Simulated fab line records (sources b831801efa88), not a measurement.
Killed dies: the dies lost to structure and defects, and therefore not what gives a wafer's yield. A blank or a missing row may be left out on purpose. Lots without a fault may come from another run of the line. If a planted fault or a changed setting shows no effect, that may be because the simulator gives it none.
Split-lot experiment    flow gf180mcu    on a route of 602 steps: 5 lots, 23 wafers read

## THE SPLIT
At GF_MIM_SPUTTER_00 (material Ti, target thk 37.5 nm, time 150 s), the setting timeS was moved away from the recipe's 150 s on 9 of the 23 wafers read, by -7.7% to +14.1%. This setting was run at the recipe's value on the other wafers.

The reading comes from the split's own step.

## THE READING
Ti_of_MIM_SPUTTER_00.thkNm (the simulator's own value, which no gauge read), in nm, at GF_MIM_SPUTTER_00 (material Ti, target thk 37.5 nm, time 150 s). No usual value for it is given in the file. Here, 14 wafers ran the recipe; their average is 37.46 nm with a standard deviation of 0.34 nm.

wafer   tool, chamber at the split  timeS as run, s  against the recipe  Ti_of_MIM_SPUTTER_00.thkNm, nm  against lot-mates on the recipe
L075.1  pvdSputter-02, -            150              recipe              37.52                           -
L075.2  pvdSputter-02, -            160.2            +6.8%               40.06                           +2.83
L075.4  pvdSputter-02, -            150              recipe              36.82                           -
L075.5  pvdSputter-02, -            160.2            +6.8%               40.04                           +2.81
L075.6  pvdSputter-02, -            150              recipe              37.36                           -
L078.2  pvdSputter-01, -            150              recipe              37.7                            -
L078.4  pvdSputter-01, -            150              recipe              37.93                           -
L078.6  pvdSputter-01, -            150              recipe              37.88                           -
L077.1  pvdSputter-01, -            162.5            +8.3%               40.29                           +2.77
L077.2  pvdSputter-01, -            150              recipe              37.73                           -
L077.3  pvdSputter-01, -            162.5            +8.3%               41.22                           +3.70
L077.4  pvdSputter-01, -            150              recipe              37.46                           -
L077.6  pvdSputter-01, -            150              recipe              37.37                           -
L081.2  pvdSputter-01, -            150              recipe              37.43                           -
L081.3  pvdSputter-01, -            138.4            -7.7%               34.13                           -3.41
L081.4  pvdSputter-01, -            138.4            -7.7%               34.87                           -2.68
L081.5  pvdSputter-01, -            150              recipe              37.66                           -
L081.6  pvdSputter-01, -            138.4            -7.7%               34.2                            -3.34
L082.1  pvdSputter-01, -            150              recipe              37.73                           -
L082.2  pvdSputter-01, -            150              recipe              36.94                           -
L082.3  pvdSputter-01, -            171.2            +14.1%              42.99                           +5.78
L082.5  pvdSputter-01, -            150              recipe              36.95                           -
L082.6  pvdSputter-01, -            171.2            +14.1%              43.42                           +6.21

FIT RESULTS
A straight line over all 23 wafers: Ti_of_MIM_SPUTTER_00.thkNm changes by +0.399 nm for each +1% of timeS; r = +0.99; the points scatter about the line by 0.35 nm.
The same after taking each lot's own level away (the mean of its wafers on the recipe; 23 wafers): +0.413 nm for each +1%; r = +0.99; scatter 0.29 nm.
According to that fit, moving timeS by its largest amount changes the reading by 5.8 nm.
From 37.207 to 37.837 nm: that is the span of the lots' own levels, equal to 1.9 times the standard deviation above.
So the lot-to-lot level changes the slope little: the two slopes agree.
Check: for one of the wafers moved furthest among these (+14.1%), held out of the fit, the line's prediction against its lot-mates is +5.86 nm. It came out at +5.78 nm against them.

## OTHER SPLITS APPLIED TO THESE WAFERS
Before the reading, these wafers also passed through other splits. Each is held against what the fit with the lots' levels taken away leaves over:
other split on the same wafers      wafers away from the commonest value  r with Ti_of_MIM_SPUTTER_00.thkNm (lot level and that fit taken away)
GF_V2_SPUTTER_21 chamberPressurePa  18                                    +0.10
GF_M3_SPUTTER_02 timeS              8                                     +0.09
GF_M3_SOFTBAKE_10 timeS             6                                     +0.08
GF_V4_CVD_00 sih4FlowSccm           6                                     +0.04
GF_V4_PEB_12 pebTempC               6                                     +0.06
GF_V4_ETCH_17 sourceW               9                                     +0.13

## FILE'S OWN FIT
Ti_of_MIM_SPUTTER_00.thkNm changes by +0.414 nm for each +1% of timeS, r = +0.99.
